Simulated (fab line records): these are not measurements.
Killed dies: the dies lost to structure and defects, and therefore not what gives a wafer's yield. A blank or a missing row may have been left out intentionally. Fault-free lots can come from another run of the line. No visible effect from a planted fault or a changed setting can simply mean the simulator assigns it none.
fab line records	flow sky130
record: lots: 7	wafers: 18	last_day: 50
route steps=708 shown FIELD_ISO@13 NWELL@32 PAD_OPEN@708
lots that met no fault: taken from a fault-free run of the same line
start_h: hours from the record's first day to the start of the lot's first wafer shown	wait_h: hours elapsed since this lot's preceding step	" same as the row above	L1.1+2: one row covering several wafers at once	- no value, or no start was given	* or withheld: withheld	< > ~ a bound
route shown NAME@n: names a module that has steps shown in the file, with the first one's number in the route	usual: mean/standard deviation of fault-free wafers	same: alike in all rows	chamber/n: place in a boat	sites: per-site readings	_std_site: standard deviation of those values	_edge_site: the outer-site mean with the inner-site mean subtracted	radius_mm: for every site, how far away it sits from the centre of the wafer	mask NAME#n: copy n	behind: tool/chamber where the wafer was last shaped	hold: reason for holding the lot/hours on hold/outcome of the hold	device: the transistor (n, p or np) that didn't switch	end of line: the route-end tests of the same wafers	a step without rows: its recipe alone	killed: the dies lost at the first sort to structure and to defects; this is not the yield of the wafer	map: dies across one wafer; x = killed, . = not, _ = none there
set.NAME: setting as actually run; set.NAME@STEP: the setting as run at that earlier step	model.NAME: the simulator's own value behind a step, which no gauge read
a table for each step, a row for each wafer; lots at some steps of the route
services: from which hour (start_h, from the record's first day; less than 0 if before it) a tool's chamber was out of use, for how many hours, and why
== steps ==
step: SKY_FIELD_ISO_DEVELOP_12
recipe: develop_time_s: 60	resist: KrF-thick	dev_temp_c: 21
step: SKY_FIELD_ISO_CD_MEAS_13
recipe: target_cd_nm: 150
usual: cd_nm: 149.8/1.7
lot.wafer	tool	chamber	start_h	wait_h	cd_nm
L117.3	cd_sem-02	-	42.13	-	149.6
L117.4	"	-	"	"	149.2
L117.5	"	-	"	"	150.7
L121.2	cd_sem-01	-	59.56	-	149.1
L121.4	"	-	"	"	150.5
L121.5	"	-	"	"	150.6
L125.4	cd_sem-02	-	81.70	-	148.4
L125.6	"	-	"	"	148.5
L126.1	cd_sem-02	-	86.69	-	146.3
L126.5	"	-	"	"	146.1
L128.4	cd_sem-02	-	96.10	-	150.2
L128.5	"	-	"	"	149.8
L136.2	cd_sem-01	-	139.21	-	150.3
L136.3	"	-	"	"	150.6
L136.4	"	-	"	"	149.6
L138.2	cd_sem-02	-	148.91	-	149.7
L138.3	"	-	"	"	151.1
L138.6	"	-	"	"	149.7
step: SKY_FIELD_ISO_ETCH_14
recipe: chemistry: N2/H2	target: BARC	ion_energy_ev: 200	source_w: 500	bias_w: 100	pressure_mtorr: 30	n2_flow_sccm: 100	h2_flow_sccm: 200	stop_on: SiO2	time_s: 45.9	target_depth_a: 600
usual: drypump_motor_current_A: 5.7/0.33	oes_product_au: 0.854/0.0049	throttle_valve_pct: 13.225/0.0088
lot.wafer	tool	chamber	start_h	wait_h	drypump_motor_current_A	oes_product_au	rf_hours_counter_h	throttle_valve_pct
L117.3	rie_diel-01	0	42.21	0.1	5.7	0.862	59	13.235
L117.4	"	2	"	"	5.7	0.861	85	13.229
L117.5	"	3	"	"	6.0	0.860	-	13.235
L121.2	rie_diel-02	2	59.66	0.1	5.1	0.853	99	13.224
L121.4	"	0	"	"	5.9	0.855	4	13.232
L121.5	"	1	"	"	5.4	0.849	-	13.231
L125.4	rie_diel-04	1	81.76	0.0	6.2	0.856	128	13.237
L125.6	"	0	"	"	6.3	0.858	-	13.218
L126.1	rie_diel-02	0	86.81	0.1	6.0	0.861	5	13.210
L126.5	"	3	"	"	5.5	0.849	-	13.222
L128.4	rie_diel-01	3	96.16	0.0	6.0	0.856	9	13.231
L128.5	"	3	"	"	6.0	0.860	-	13.228
L136.2	rie_diel-02	1	139.31	0.1	5.4	0.851	99	13.222
L136.3	"	3	"	"	5.6	0.855	83	13.232
L136.4	"	2	"	"	5.1	0.860	101	13.227
L138.2	rie_diel-01	3	149.01	0.1	6.0	0.851	10	13.242
L138.3	"	2	"	"	5.7	0.850	86	13.232
L138.6	"	2	"	"	5.7	0.858	-	13.220
step: SKY_FIELD_ISO_ETCH_15
recipe: chemistry: CHF3/O2	target_depth_nm: 180	stop_on: Si	source_w: 600	bias_w: 200	pressure_mtorr: 40	chf3_flow_sccm: 50	O2_flow_sccm: 5	time_s: 72
usual: chf3_flow_sccm: 50.02/0.14	drypump_motor_current_A: 5.7/0.33	oes_product_au: 0.944/0.0066	throttle_valve_pct: 8.844/0.01
lot.wafer	tool	chamber	start_h	wait_h	chf3_flow_sccm	drypump_motor_current_A	oes_product_au	rf_hours_counter_h	throttle_valve_pct
L117.3	rie_diel-01	0	42.25	0.0	49.94	5.7	0.939	59	8.848
L117.4	"	2	"	"	50.14	5.7	0.948	85	8.852
L117.5	"	3	"	"	50.12	6.0	0.933	-	8.845
L121.2	rie_diel-02	2	59.70	0.0	49.97	5.1	0.937	99	8.847
L121.4	"	0	"	"	50.22	5.9	0.946	4	8.842
L121.5	"	1	"	"	50.02	5.4	0.953	-	8.837
L125.4	rie_diel-04	1	81.80	0.0	49.92	6.2	0.947	128	8.850
L125.6	"	0	"	"	50.11	6.3	0.940	-	8.855
L126.1	rie_diel-02	0	86.85	0.0	49.99	5.9	0.947	5	8.828
L126.5	"	3	"	"	50.20	5.5	0.949	-	8.854
L128.4	rie_diel-01	3	96.20	0.0	50.00	6.0	0.943	9	8.832
L128.5	"	3	"	"	50.12	6.0	0.951	-	8.853
L136.2	rie_diel-02	1	139.35	0.0	50.24	5.4	0.933	99	8.843
L136.3	"	3	"	"	49.95	5.5	0.945	83	8.832
L136.4	"	2	"	"	49.77	5.1	0.948	101	8.833
L138.2	rie_diel-01	3	149.05	0.0	50.06	6.0	0.948	10	8.834
L138.3	"	2	"	"	50.00	5.7	0.943	86	8.844
L138.6	"	2	"	"	50.05	5.7	0.953	-	8.856
step: SKY_FIELD_ISO_STRIP_16
recipe: chemistry: O2/N2	power_w: 1400	pressure_mtorr: 1500	platen_temp_c: withheld	o2_flow_sccm: 3000	n2_flow_sccm: 300	overash_fraction: 0.5
usual: drypump_motor_current_A: 5.5/0.36	oes_product_au: 0.377/0.0044	strip_time_to_endpoint_s: 3.54/0.03
same: overash_fraction: 0.5
lot.wafer	tool	chamber	start_h	wait_h	drypump_motor_current_A	oes_product_au	rf_hours_counter_h	strip_time_to_endpoint_s
L117.3	plasma_asher-02	1	42.34	0.1	5.2	0.379	-	3.56
L117.4	"	0	"	"	5.7	0.371	-	3.53
L117.5	"	0	"	"	5.7	0.373	-	3.54
L121.2	plasma_asher-02	0	59.76	0.0	5.6	0.382	38	3.54
L121.4	"	0	"	"	5.7	0.377	-	3.55
L121.5	"	1	"	"	5.1	0.380	-	3.57
L125.4	plasma_asher-04	0	81.89	0.1	6.2	0.376	-	3.55
L125.6	"	1	"	"	5.6	0.376	-	3.55
L126.1	plasma_asher-02	1	86.91	0.0	5.2	0.373	40	3.57
L126.5	"	1	"	"	5.1	0.380	-	3.58
L128.4	plasma_asher-02	1	96.29	0.1	5.1	0.371	-	3.56
L128.5	"	1	"	"	5.1	0.383	-	3.55
L136.2	plasma_asher-02	0	139.41	0.0	5.7	0.381	46	3.57
L136.3	"	0	"	"	5.6	0.373	-	3.55
L136.4	"	1	"	"	5.2	0.372	-	3.53
L138.2	plasma_asher-03	1	149.11	0.0	5.0	0.383	3	3.55
L138.3	"	1	"	"	4.9	0.374	-	3.51
L138.6	"	0	"	"	5.4	0.377	-	3.55
step: SKY_FIELD_ISO_ETCH_17
recipe: target_depth_a: 3420	mask_material: Si3N4	chemistry: HBr/Cl2/O2	target: Si	taper_deg: 5	icp_w: 600	bias_w: 150	pressure_mtorr: 15	HBr_flow_sccm: 150	Cl2_flow_sccm: 40	O2_flow_sccm: 6	time_s: 97.7
usual: drypump_motor_current_A: 6.0/0.34	oes_product_au: 1.002/0.0088	throttle_valve_pct: 25.656/0.01
lot.wafer	tool	chamber	start_h	wait_h	drypump_motor_current_A	oes_product_au	rf_hours_counter_h	throttle_valve_pct
L117.3	rie_si-02	1	42.41	0.0	6.0	1.002	27	25.661
L117.4	"	2	"	"	6.2	1.001	-	25.659
L117.5	"	0	"	"	5.9	0.995	-	25.626
L121.2	rie_si-02	3	59.86	0.1	6.2	0.993	0	25.653
L121.4	"	1	"	"	6.0	0.994	27	25.677
L121.5	"	3	"	"	6.2	0.993	-	25.658
L125.4	rie_si-02	2	81.96	0.0	6.2	0.993	6	25.663
L125.6	"	1	"	"	6.0	1.000	-	25.676
L126.1	rie_si-01	3	87.01	0.1	5.4	1.006	46	25.648
L126.5	"	3	"	"	5.4	1.008	-	25.628
L128.4	rie_si-01	2	96.36	0.0	6.5	1.009	3	25.651
L128.5	"	0	"	"	6.1	1.001	-	25.656
L136.2	rie_si-02	2	139.51	0.1	6.2	1.012	7	25.656
L136.3	"	1	"	"	6.0	1.009	28	25.653
L136.4	"	0	"	"	5.9	1.009	28	25.668
L138.2	rie_si-02	3	149.21	0.1	6.2	0.994	1	25.670
L138.3	"	0	"	"	5.8	1.000	29	25.657
L138.6	"	3	"	"	6.2	0.986	-	25.669
step: SKY_FIELD_ISO_WET_ETCH_18
recipe: chemistry: H3PO4	target_depth_nm: 25	temp_c: 160	target: Si3N4	time_s: 286
step: SKY_FIELD_ISO_CLEAN_19
recipe: chemistry: SC1/SC2	mix: 1:4:20	temp_c: 70	time_s: 150
step: SKY_FIELD_ISO_CLEAN_20
recipe: chemistry: dHF	time_s: 20	dilution: 100:1
step: SKY_FIELD_ISO_WET_ETCH_21
recipe: chemistry: dHF	dilution: 100:1	target_depth_nm: 20	dry: ipa_marangoni	target: SiO2	temp_c: 25	time_s: 400
step: SKY_FIELD_ISO_OXIDATION_22
recipe: temp_c: 950	ambient: O2	stabilise_s: 600	purge_s: 300	target_thk_a: 100	ox_time_s: 623
step: SKY_FIELD_ISO_THK_MEAS_23
recipe: reads: SiO2_of_FIELD_ISO_OXIDATION_22
usual: FIELD_ISO_OXIDATION_01_THK: 9.99/0.18
lot.wafer	tool	chamber	start_h	wait_h	FIELD_ISO_OXIDATION_01_THK[nm]
L117.3	film_metro-02	-	44.01	0.0	9.96
L117.4	"	-	"	"	9.98
L117.5	"	-	"	"	9.96
L121.2	film_metro-04	-	64.23	0.0	9.61
L121.4	"	-	"	"	9.50
L121.5	"	-	"	"	9.63
L125.4	film_metro-02	-	83.73	0.0	10.12
L125.6	"	-	"	"	9.93
L126.1	film_metro-02	-	89.47	0.0	9.85
L126.5	"	-	"	"	9.88
L128.4	film_metro-02	-	98.09	0.0	9.91
L128.5	"	-	"	"	10.15
L136.2	film_metro-04	-	141.04	0.0	10.06
L136.3	"	-	"	"	10.04
L136.4	"	-	"	"	10.09
L138.2	film_metro-02	-	150.73	0.0	10.04
L138.3	"	-	"	"	9.71
L138.6	"	-	"	"	9.79
step: SKY_FIELD_ISO_CVD_24
recipe: material: SiO2	target_thk_nm: 595	temp_c: 650	sigma_open_frac: 0.3	time_s: 99.2	sih4_flow_sccm: 60	pressure_mtorr: 6
usual: pressure_mtorr: 6.001/0.014
lot.wafer	tool	chamber	start_h	wait_h	pressure_mtorr	model.SiO2_of_FIELD_ISO_CVD_24.thk_nm
L117.3	hdpcvd-01	0	44.05	0.0	6.028	590
L117.4	"	2	"	"	6.023	598.2
L117.5	"	1	"	"	6.009	585.2
L121.2	hdpcvd-02	2	64.28	0.0	5.987	599.2
L121.4	"	1	"	"	5.998	596.2
L121.5	"	2	"	"	6.011	596
L125.4	hdpcvd-01	2	83.79	0.1	5.985	256.2
L125.6	"	1	"	"	5.986	606.9
L126.1	hdpcvd-01	2	89.53	0.1	6.016	250.3
L126.5	"	1	"	"	5.997	592.2
L128.4	hdpcvd-01	1	98.16	0.1	5.978	242.3
L128.5	"	0	"	"	5.989	593
L136.2	hdpcvd-02	1	141.09	0.0	5.997	593.7
L136.3	"	2	"	"	6.003	599
L136.4	"	1	"	"	5.999	594.3
L138.2	hdpcvd-02	1	150.78	0.0	6.003	588.2
L138.3	"	0	"	"	6.024	591.5
L138.6	"	0	"	"	6.032	588.9
step: SKY_FIELD_ISO_THK_MEAS_25
recipe: reads: SiO2_of_FIELD_ISO_CVD_24
usual: FIELD_ISO_CVD_24_THK: 594/5.4
lot.wafer	tool	chamber	start_h	wait_h	FIELD_ISO_CVD_24_THK[nm]
L117.3	film_metro-04	-	44.14	0.1	590
L117.4	"	-	"	"	598
L117.5	"	-	"	"	586
L121.2	film_metro-02	-	64.36	0.0	599
L121.4	"	-	"	"	596
L121.5	"	-	"	"	596
L125.4	film_metro-04	-	83.86	0.0	256
L125.6	"	-	"	"	607
L126.1	film_metro-01	-	89.60	0.0	250
L126.5	"	-	"	"	592
L128.4	film_metro-04	-	98.22	0.0	242
L128.5	"	-	"	"	593
L136.2	film_metro-01	-	141.17	0.0	594
L136.3	"	-	"	"	599
L136.4	"	-	"	"	594
L138.2	film_metro-01	-	150.87	0.0	588
L138.3	"	-	"	"	591
L138.6	"	-	"	"	589
step: SKY_FIELD_ISO_ANNEAL_26
recipe: temp_c: 1000	time_s: 1800	ambient: N2
step: SKY_FIELD_ISO_CMP_27
recipe: stop_on: Si3N4	t_overpolish_s: 16	down_force_psi: 4	platen_rpm: 60	target_thk_nm: 457.8	pad_velocity_m_s: 0.94248
usual: motor_current_A: 11.9/1.1	platen_rpm: 60.00/0.044	time_to_endpoint_s: 112/5.3
lot.wafer	tool	chamber	start_h	wait_h	motor_current_A	platen_rpm	time_to_endpoint_s
L117.4	cmp-01	3	45.73	0.1	9.8	60.02	121
L117.3	"	0	"	"	12.4	60.00	115
L117.5	"	3	"	"	10.4	60.00	117
L121.2	cmp-02	0	66.70	0.1	12.5	59.99	125
L121.4	"	3	"	"	11.7	59.98	118
L121.5	"	0	"	"	13.4	60.06	118
L125.4	cmp-01	1	85.54	0.1	11.3	60.02	45
L125.6	"	2	"	"	12.9	60.06	109
L126.1	cmp-01	2	91.98	0.1	13.1	59.99	46
L126.5	"	2	"	"	13.2	59.96	108
L128.4	cmp-01	1	99.90	0.1	11.9	60.01	42
L128.5	"	2	"	"	12.6	59.98	108
L136.4	cmp-01	3	142.72	0.0	10.1	60.02	116
L136.3	"	0	"	"	12.7	60.07	114
L136.2	"	2	"	"	12.7	59.97	114
L138.2	cmp-01	1	152.42	0.0	11.7	60.02	108
L138.3	"	0	"	"	11.5	59.90	106
L138.6	"	1	"	"	10.8	60.04	110
step: SKY_FIELD_ISO_WET_ETCH_28
recipe: chemistry: dHF	target_depth_nm: 23.7	target: SiO2	dilution: 10:1	temp_c: 25	time_s: 47
step: SKY_FIELD_ISO_WET_ETCH_29
recipe: chemistry: H3PO4	target_depth_nm: 160	target: Si3N4	temp_c: 160	time_s: 1825
step: SKY_FIELD_ISO_WET_ETCH_30
recipe: chemistry: dHF	target_depth_nm: 25	target: SiO2	dilution: 10:1	temp_c: 25	time_s: 50
lot.wafer	tool	chamber	start_h	wait_h	model.SiO2_of_FIELD_ISO_CVD_24.thk_nm
L117.3	wet_bench-03	3	47.23	0.0	404.9
L117.4+5	"	3	"	"	405.7
L121.2	wet_bench-03	0	67.54	0.0	406.4
L121.4	"	0	"	"	406.1
L121.5	"	0	"	"	406.9
L125.4	wet_bench-03	2	86.23	0.0	203.6
L125.6	"	2	"	"	404.5
L126.1	wet_bench-02	0	92.77	0.0	196.6
L126.5	"	0	"	"	404.4
L128.4	wet_bench-02	2	100.59	0.0	189.2
L128.5	"	2	"	"	403.3
L136.2	wet_bench-02	0	143.56	0.0	404.5
L136.3	"	0	"	"	404.7
L136.4	"	0	"	"	406.3
L138.2	wet_bench-02	1	153.25	0.0	403.9
L138.3	"	1	"	"	404.5
L138.6	"	1	"	"	404
step: SKY_NWELL_CLEAN_00
recipe: chemistry: SC1/SC2	mix: 1:4:20	temp_c: 70	time_s: 150	dry: n2_spin
step: SKY_PAD_OPEN_PROBE_99
usual: killed_at_M0_to_M3: 43/6.5	killed_at_M4_up: 3.5/1.9	killed_at_contacts: 24/5.4	killed_at_front_end: 16/4.8	killed_at_other: 0.4/0.64	killed_dies: 87/9.4	killed_on_rim: 18/4.1	killed_open: 47/7	killed_short: 40/6.3
same: gross_dies: 492	killed_at_back_side: 0
lot.wafer	tool	chamber	start_h	wait_h	killed_at_M0_to_M3	killed_at_M4_up	killed_at_contacts	killed_at_front_end	killed_at_other	killed_dies	killed_on_rim	killed_open	killed_short
L117.3	prober-01	-	1093.37	0.2	52	5	23	21	0	101	21	52	49
L117.4	prober-01	-	1093.42	0.2	46	3	17	22	1	89	18	45	44
L117.5	prober-01	-	1093.47	0.2	38	3	23	24	0	88	21	44	44
L121.2	prober-01	-	1123.06	0.1	49	3	18	17	0	87	13	57	28
L121.4	prober-01	-	1123.16	0.2	46	5	17	28	0	96	23	50	44
L121.5	prober-01	-	1123.21	0.2	41	6	29	22	1	99	23	51	45
L126.1	prober-01	-	1141.81	0.1	39	5	18	428	2	492	96	35	36
L126.5	prober-01	-	1142.01	0.2	41	8	28	21	0	98	19	52	45
L125.4	prober-01	-	1143.46	0.2	36	4	19	432	1	492	96	35	37
L125.6	prober-01	-	1143.56	0.2	38	5	26	19	1	89	12	46	42
L128.4	prober-01	-	1149.31	0.2	48	6	27	411	0	492	96	51	47
L128.5	prober-01	-	1149.36	0.2	51	2	33	16	2	104	18	53	49
L136.2	prober-01	-	1184.43	0.1	38	2	33	16	0	89	20	53	36
L136.3	prober-01	-	1184.48	0.2	37	3	21	21	0	82	17	51	31
L136.4	prober-01	-	1184.53	0.2	43	3	25	12	0	83	19	42	39
killed by level:class
L117.3 VIA1:geometric_particle:open=11 METAL1:geometric_particle:short=9 VIA1:geometric_particle:short=9 CONTACT:geometric_particle:open=8 FIELD_ISO:geometric_particle:open=7 VIA2:geometric_particle:open=6 POLY_GATE:geometric_particle:short=5 CONTACT:geometric_particle:short=5
L117.4 VIA2:geometric_particle:open=8 CONTACT:geometric_particle:open=6 METAL1:geometric_particle:short=6 VIA1:geometric_particle:open=6 POLY_GATE:geometric_particle:open=5 VIA1:geometric_particle:short=5 METAL2:geometric_particle:short=5 POLY_GATE:geometric_particle:short=4
L117.5 POLY_GATE:geometric_particle:short=8 VIA1:geometric_particle:open=8 CONTACT:geometric_particle:short=6 METAL2:geometric_particle:short=6 FIELD_ISO:geometric_particle:open=5 LI_CONTACT:geometric_particle:open=5 CONTACT:geometric_particle:open=5 POLY_GATE:geometric_particle:open=4
L121.2 CONTACT:geometric_particle:open=10 METAL1:geometric_particle:short=9 VIA1:geometric_particle:open=9 VIA3:geometric_particle:open=8 VIA2:geometric_particle:open=7 LI_CONTACT:geometric_particle:open=6 FIELD_ISO:geometric_particle:open=4 FIELD_ISO:geometric_particle:short=4
L121.4 VIA1:geometric_particle:open=11 FIELD_ISO:geometric_particle:open=8 CONTACT:geometric_particle:open=6 METAL2:geometric_particle:short=6 FIELD_ISO:geometric_particle:short=5 VIA1:geometric_particle:short=5 METAL1:geometric_particle:short=5 VIA3:geometric_particle:short=4
L121.5 CONTACT:geometric_particle:short=9 VIA2:geometric_particle:open=9 CONTACT:geometric_particle:open=8 VIA3:geometric_particle:open=8 FIELD_ISO:geometric_particle:open=7 METAL4:geometric_particle:short=6 POLY_GATE:geometric_particle:open=5 LI_CONTACT:geometric_particle:open=5
L126.1 FIELD_ISO:area_cvd=419 VIA1:geometric_particle:open=8 METAL1:geometric_particle:short=6 LOCAL_INTERCONNECT:geometric_particle:short=5 CONTACT:geometric_particle:open=5 VIA1:geometric_particle:short=5 METAL2:geometric_particle:short=5 VIA2:geometric_particle:open=5
L126.5 CONTACT:geometric_particle:open=11 FIELD_ISO:geometric_particle:short=9 VIA1:geometric_particle:open=8 FIELD_ISO:geometric_particle:open=6 VIA3:geometric_particle:open=6 LOCAL_INTERCONNECT:geometric_particle:short=6 VIA1:geometric_particle:short=6 METAL4:geometric_particle:short=6
L125.4 FIELD_ISO:area_cvd=417 LI_CONTACT:geometric_particle:open=7 VIA1:geometric_particle:open=7 CONTACT:geometric_particle:open=7 METAL3:geometric_particle:short=6 VIA1:geometric_particle:short=5 METAL2:geometric_particle:short=4 METAL1:geometric_particle:short=4
L125.6 CONTACT:geometric_particle:open=14 VIA1:geometric_particle:open=9 FIELD_ISO:geometric_particle:short=7 CONTACT:geometric_particle:short=6 VIA3:geometric_particle:open=5 VIA1:geometric_particle:short=5 METAL4:geometric_particle:short=5 POLY_GATE:geometric_particle:short=4
L128.4 FIELD_ISO:area_cvd=394 METAL1:geometric_particle:short=11 CONTACT:geometric_particle:open=10 LI_CONTACT:geometric_particle:open=7 VIA3:geometric_particle:open=7 VIA2:geometric_particle:short=6 VIA3:geometric_particle:short=6 FIELD_ISO:geometric_particle:short=5
L128.5 CONTACT:geometric_particle:open=14 METAL1:geometric_particle:short=13 VIA2:geometric_particle:open=8 LI_CONTACT:geometric_particle:open=6 FIELD_ISO:geometric_particle:open=5 POLY_GATE:geometric_particle:open=5 LI_CONTACT:geometric_particle:short=5 VIA1:geometric_particle:open=5
L136.2 LI_CONTACT:geometric_particle:open=11 CONTACT:geometric_particle:open=11 METAL1:geometric_particle:short=7 VIA2:geometric_particle:open=7 CONTACT:geometric_particle:short=6 VIA3:geometric_particle:open=6 POLY_GATE:geometric_particle:short=5 FIELD_ISO:geometric_particle:short=4
L136.3 VIA3:geometric_particle:open=9 CONTACT:geometric_particle:open=8 VIA1:geometric_particle:open=7 VIA2:geometric_particle:open=7 POLY_GATE:geometric_particle:short=5 POLY_GATE:geometric_particle:open=5 LI_CONTACT:geometric_particle:open=5 FIELD_ISO:geometric_particle:open=4
L136.4 CONTACT:geometric_particle:open=10 CONTACT:geometric_particle:short=8 VIA1:geometric_particle:open=8 VIA2:geometric_particle:open=7 METAL2:geometric_particle:short=6 VIA3:geometric_particle:open=6 VIA1:geometric_particle:short=5 LI_CONTACT:geometric_particle:open=4
map L125.4 (x killed, . not)
__________xxxxxxxxxx_________
________xxxxxxxxxxxxxx_______
______xxxxxxxxxxxxxxxxxx_____
_____xxxxxxxxxxxxxxxxxxxx____
____xxxxxxxxxxxxxxxxxxxxxx___
___xxxxxxxxxxxxxxxxxxxxxxxx__
__xxxxxxxxxxxxxxxxxxxxxxxxxx_
_xxxxxxxxxxxxxxxxxxxxxxxxxxxx
_xxxxxxxxxxxxxxxxxxxxxxxxxxxx
_xxxxxxxxxxxxxxxxxxxxxxxxxxxx
_xxxxxxxxxxxxxxxxxxxxxxxxxxxx
_xxxxxxxxxxxxxxxxxxxxxxxxxxxx
_xxxxxxxxxxxxxxxxxxxxxxxxxxxx
_xxxxxxxxxxxxxxxxxxxxxxxxxxxx
_xxxxxxxxxxxxxxxxxxxxxxxxxxxx
__xxxxxxxxxxxxxxxxxxxxxxxxxx_
___xxxxxxxxxxxxxxxxxxxxxxxx__
____xxxxxxxxxxxxxxxxxxxxxx___
_____xxxxxxxxxxxxxxxxxxxx____
______xxxxxxxxxxxxxxxxxx_____
________xxxxxxxxxxxxxx_______
__________xxxxxxxxxx_________
map L126.1 (x killed, . not)
__________xxxxxxxxxx_________
________xxxxxxxxxxxxxx_______
______xxxxxxxxxxxxxxxxxx_____
_____xxxxxxxxxxxxxxxxxxxx____
____xxxxxxxxxxxxxxxxxxxxxx___
___xxxxxxxxxxxxxxxxxxxxxxxx__
__xxxxxxxxxxxxxxxxxxxxxxxxxx_
_xxxxxxxxxxxxxxxxxxxxxxxxxxxx
_xxxxxxxxxxxxxxxxxxxxxxxxxxxx
_xxxxxxxxxxxxxxxxxxxxxxxxxxxx
_xxxxxxxxxxxxxxxxxxxxxxxxxxxx
_xxxxxxxxxxxxxxxxxxxxxxxxxxxx
_xxxxxxxxxxxxxxxxxxxxxxxxxxxx
_xxxxxxxxxxxxxxxxxxxxxxxxxxxx
_xxxxxxxxxxxxxxxxxxxxxxxxxxxx
__xxxxxxxxxxxxxxxxxxxxxxxxxx_
___xxxxxxxxxxxxxxxxxxxxxxxx__
____xxxxxxxxxxxxxxxxxxxxxx___
_____xxxxxxxxxxxxxxxxxxxx____
______xxxxxxxxxxxxxxxxxx_____
________xxxxxxxxxxxxxx_______
__________xxxxxxxxxx_________
== services ==
tool	chamber	start_h	hours	kind
rie_si-02	3	30.37	-	clean
rie_si-02	3	30.37	16.7	scheduled_down
rie_diel-02	1	40.13	13.9	repair
rie_diel-04	-	42.89	0.2	repair
hdpcvd-01	-	45.66	6.0	pm
hdpcvd-02	-	53.99	0.2	repair
cmp-01	-	60.48	5.3	pm
rie_diel-01	1	61.41	3.1	repair
cmp-01	-	65.76	4.0	pm
cmp-02	-	66.39	0.3	repair
hdpcvd-02	-	66.75	15.0	pm
cmp-01	-	69.76	-	consumable_replace:conditioner
cmp-01	-	69.76	-	consumable_replace:pad
hdpcvd-02	-	81.75	2.8	pm
hdpcvd-02	-	84.50	5.5	pm
rie_diel-01	2	91.16	2.6	repair
cmp-01	-	95.98	3.1	repair
plasma_asher-03	-	102.17	2.3	repair
hdpcvd-01	-	107.71	2.8	pm
plasma_asher-03	-	108.75	9.0	pm
cmp-01	-	112.04	8.6	pm
cmp-01	-	128.24	2.6	repair
rie_diel-02	3	146.84	2.7	repair
rie_diel-01	1	151.22	10.8	repair
== key ==
first_sign: step: SKY_FIELD_ISO_THK_MEAS_25	reading: FIELD_ISO_CVD_24_THK	direction: down	sigmas: 63	usual: 594	struck: 250
effect: step: SKY_FIELD_ISO_CMP_27	reading: time_to_endpoint_s	direction: down	sigmas: 13	usual: *	struck: *
effect: step: SKY_PAD_OPEN_PROBE_99	reading: killed_at_front_end	direction: up	sigmas: 86	usual: 16	struck: 424
model_effect: step: SKY_FIELD_ISO_CVD_24	value: SiO2_of_FIELD_ISO_CVD_24.thk_nm	without: 598.4	struck: 249.6
model_effect: step: SKY_FIELD_ISO_WET_ETCH_30	value: SiO2_of_FIELD_ISO_CVD_24.thk_nm	without: 404.3	struck: 196.5
more_kills_born_at: SKY_FIELD_ISO_CVD_24@hdpcvd-01: 1230
met_at SKY_FIELD_ISO_CVD_24
struck_wafers L125.4,L126.1,L128.4
later_rows_left_out L125.4,L126.1,L128.4
tester_left_out L125,L126,L128
onset_between 44.05 83.79
fault: kind: process_parameter_drift	tool: hdpcvd-01	chamber: -	onset_h: 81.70	steps: SKY_FIELD_ISO_CVD_24	channel: target_thk_nm	offset: -348.83	shape: step	end_h: 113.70	scope: struck_wafers_only	acts_in: these_recipes_only	stated: 595
tester_left_out: of these lots the tester's yield and bins aren't shown, on N5 and GAA mostly nor the transistor test; their killed dies are dies lost to structure and defects alone, not to doping, threshold or leakage, so they don't give the yield
later_rows_left_out: the simulator's readings of these wafers behind a module that went badly wrong aren't trusted and aren't shown, but for the sort
